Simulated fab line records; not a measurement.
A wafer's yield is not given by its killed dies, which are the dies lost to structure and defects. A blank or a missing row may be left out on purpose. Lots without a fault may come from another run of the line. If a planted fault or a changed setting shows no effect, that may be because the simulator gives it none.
Which tool was responsible? ; flow gf180mcu ; 33 wafers from 11 lots sampled at 5 of the route's 602 steps

== WHAT THE GAUGES SHOWED, per wafer ==
GF_MVSD_OVL_MEAS_07. Usual: MVSD_OVL gives -0.3 nm (standard deviation 1.3).
lot;measured;on;MVSD_OVL (nm);flag
L726;day 4 21:18;overlay-01;-2.2 -1.0 -0.6;
L727;day 5 02:40;overlay-01;-0.8 -1.4 0.1;
L729;day 5 15:56;overlay-02;0.7 0.7 0.7;
L732;day 6 09:49;overlay-01;-1.3 0.0 -0.6;
L740;day 8 08:40;overlay-01;0.4 -1.7 0.2;
L741;day 8 16:10;overlay-02;-0.9 -1.7 0.1;
L743;day 9 02:59;overlay-02;-0.2 -1.3 -1.8;
L744;day 9 08:34;overlay-01;1.1 -0.9 1.0;
L745;day 9 13:52;overlay-02;-0.8 1.7 0.8;
L746;day 9 21:17;overlay-01;-0.7 -0.4 1.4;
L747;day 10 01:01;overlay-01;-2.8 -2.1 -0.7;

GF_VT_IMPLANT_OVL_MEAS_18. Usual: VT_IMPLANT_01_OVL gives 0.9 nm (standard deviation 1.2).
lot;measured;on;VT_IMPLANT_01_OVL (nm);flag
L726;day 6 18:56;overlay-01;2.2 1.0 2.0;
L727;day 7 00:10;overlay-01;-0.1 -1.4 -0.1;
L729;day 7 13:23;overlay-02;-0.5 0.3 0.2;
L732;day 8 09:13;overlay-01;2.0 2.5 1.9;
L740;day 10 13:52;overlay-01;0.2 0.6 0.2;
L741;day 10 22:25;overlay-02;3.9 1.7 0.4;
L743;day 11 09:10;overlay-02;1.1 3.5 3.0;
L744;day 11 15:13;overlay-02;0.7 -0.7 0.5;
L745;day 11 21:22;overlay-01;-0.7 -1.6 0.3;
L746;day 12 05:34;overlay-01;0.6 -1.2 1.7;
L747;day 12 09:43;overlay-01;2.0 2.2 -0.4;

GF_VT_IMPLANT_TW_MEAS_32. Usual: VT_IMPLANT_3_TW gives 269.0 (standard deviation 2.5).
lot;measured;on;VT_IMPLANT_3_TW;flag
L726;day 7 10:46;film_metro-03;267.6 267.9 268.2;
L727;day 7 16:00;film_metro-02;266.1 265.7 267.6;
L729;day 8 06:17;film_metro-03;30.2 30.1 30.2 30.1 30.2 30.1;OFF
L732;day 9 02:33;film_metro-02;267.5 265.7 265.3;
L740;day 11 08:49;film_metro-03;269.9 269.5 268.9;
L741;day 11 17:40;film_metro-01;270.9 271.5 272.7;
L743;day 12 04:02;film_metro-02;265.2 265.0 265.5;
L744;day 12 11:11;film_metro-01;271.9 271.6 272.0;
L745;day 12 16:46;film_metro-03;265.9 265.7 267.6;
L746;day 13 00:46;film_metro-02;268.6 268.0 267.1;
L747;day 13 05:52;film_metro-01;270.1 272.4 272.2;

== WHAT TOOL EACH LOT RAN ON (gives the tool, then ch and the chambers of the sampled wafers, and finally the start) ==
lot;GF_VT_IMPLANT_STRIP_20;GF_VT_IMPLANT_STRIP_31
L726;plasma_asher-04 ch 0,1, day 6 19:08;plasma_asher-03 ch 0,1, day 7 10:41
L727;plasma_asher-02 ch 0,1, day 7 00:20;plasma_asher-02 ch 0,1, day 7 15:54
L729;plasma_asher-03 ch 0,1, day 7 13:35;plasma_asher-03 ch 0,1, day 8 06:11
L732;plasma_asher-02 ch 1, day 8 09:23;plasma_asher-03 ch 0,1, day 9 02:27
L740;plasma_asher-03 ch 0,1, day 10 14:03;plasma_asher-02 ch 0,1, day 11 08:42
L741;plasma_asher-02 ch 0,1, day 10 22:36;plasma_asher-03 ch 0, day 11 17:33
L743;plasma_asher-04 ch 0,1, day 11 09:23;plasma_asher-03 ch 0,1, day 12 03:56
L744;plasma_asher-02 ch 0,1, day 11 15:23;plasma_asher-02 ch 0,1, day 12 11:05
L745;plasma_asher-03 ch 0,1, day 11 21:33;plasma_asher-02 ch 0,1, day 12 16:39
L746;plasma_asher-04 ch 0,1, day 12 05:45;plasma_asher-04 ch 1, day 13 00:40
L747;plasma_asher-04 ch 0,1, day 12 09:53;plasma_asher-03 ch 0,1, day 13 05:45
- GF_VT_IMPLANT_STRIP_20: strips in O2/N2.
- GF_VT_IMPLANT_STRIP_31: strips in O2/N2.

== AS READ BY THE TOOLS THEMSELVES (means over the sampled wafers that have a number; for cases with no such wafer, the mark the record gives instead) ==
GF_VT_IMPLANT_STRIP_20. Usual: drypump_motor_current_A 5.8 A, standard deviation 0.41; heater_power_w 327 W, standard deviation 26; oes_product_au 0.716 a.u., standard deviation 0.0044; strip_time_to_endpoint_s 12.64 s, standard deviation 0.03.
lot;tool;drypump_motor_current_A (A);heater_power_w (W);oes_product_au (a.u.);strip_time_to_endpoint_s (s);flag
L726;plasma_asher-04;5.4;339;0.713;12.64;
L727;plasma_asher-02;6.3;292;0.717;12.65;
L729;plasma_asher-03;5.7;336;0.935;-;OFF
L732;plasma_asher-02;6.3;288;0.718;12.63;
L740;plasma_asher-03;5.8;339;0.714;12.70;
L741;plasma_asher-02;6.3;293;0.713;12.65;
L743;plasma_asher-04;5.4;344;0.717;12.66;
L744;plasma_asher-02;6.3;298;0.720;12.62;
L745;plasma_asher-03;5.8;333;0.716;12.65;
L746;plasma_asher-04;5.6;349;0.713;12.59;
L747;plasma_asher-04;5.4;334;0.715;12.63;

GF_VT_IMPLANT_STRIP_31. Usual: drypump_motor_current_A 5.9 A, standard deviation 0.36; heater_power_w 318 W, standard deviation 27; oes_product_au 0.716 a.u., standard deviation 0.0043; strip_time_to_endpoint_s 12.64 s, standard deviation 0.037.
lot;tool;drypump_motor_current_A (A);heater_power_w (W);oes_product_au (a.u.);strip_time_to_endpoint_s (s);flag
L726;plasma_asher-03;5.7;348;0.715;12.59;
L727;plasma_asher-02;6.3;296;0.714;12.66;
L729;plasma_asher-03;5.8;337;0.716;18.68;OFF
L732;plasma_asher-03;5.7;345;0.715;12.61;
L740;plasma_asher-02;6.3;296;0.714;12.67;
L741;plasma_asher-03;5.9;329;0.712;12.57;
L743;plasma_asher-03;5.7;344;0.715;12.58;
L744;plasma_asher-02;6.3;290;0.717;12.65;
L745;plasma_asher-02;6.3;293;0.718;12.61;
L746;plasma_asher-04;5.7;361;0.719;12.68;
L747;plasma_asher-03;5.7;343;0.715;12.62;

== THE ANSWER, worked out from the rows above alone ==
Rule: a lot counts as off when the mean over its wafers that have a number is more than 3 standard deviations away from the usual mean. A lot without any number at a reading at which 4 lots or more have one is off too. The other lots that the step has rows for count as sound. The gauges are gone through in route order, then the tools' own readings, and for those a lot's mean is taken as printed above. The first step at which some lot is off is used, and at that step the reading that is off furthest; a lot without a number counts as furthest.
Off: L729, seen at GF_VT_IMPLANT_TW_MEAS_32 (VT_IMPLANT_3_TW).
If a tool, at a process step before that reading, ran all the lots that are off and no sound lot after the first of them, it fits. The gauges at GF_VT_IMPLANT_TW_MEAS_32 aren't tried: what is off there is off at GF_VT_IMPLANT_STRIP_20 too, on other tools, and a gauge's error can't cause that. No candidate that was tried fits.

== WHAT HAD BEEN PUT IN BY THE SIMULATOR ==
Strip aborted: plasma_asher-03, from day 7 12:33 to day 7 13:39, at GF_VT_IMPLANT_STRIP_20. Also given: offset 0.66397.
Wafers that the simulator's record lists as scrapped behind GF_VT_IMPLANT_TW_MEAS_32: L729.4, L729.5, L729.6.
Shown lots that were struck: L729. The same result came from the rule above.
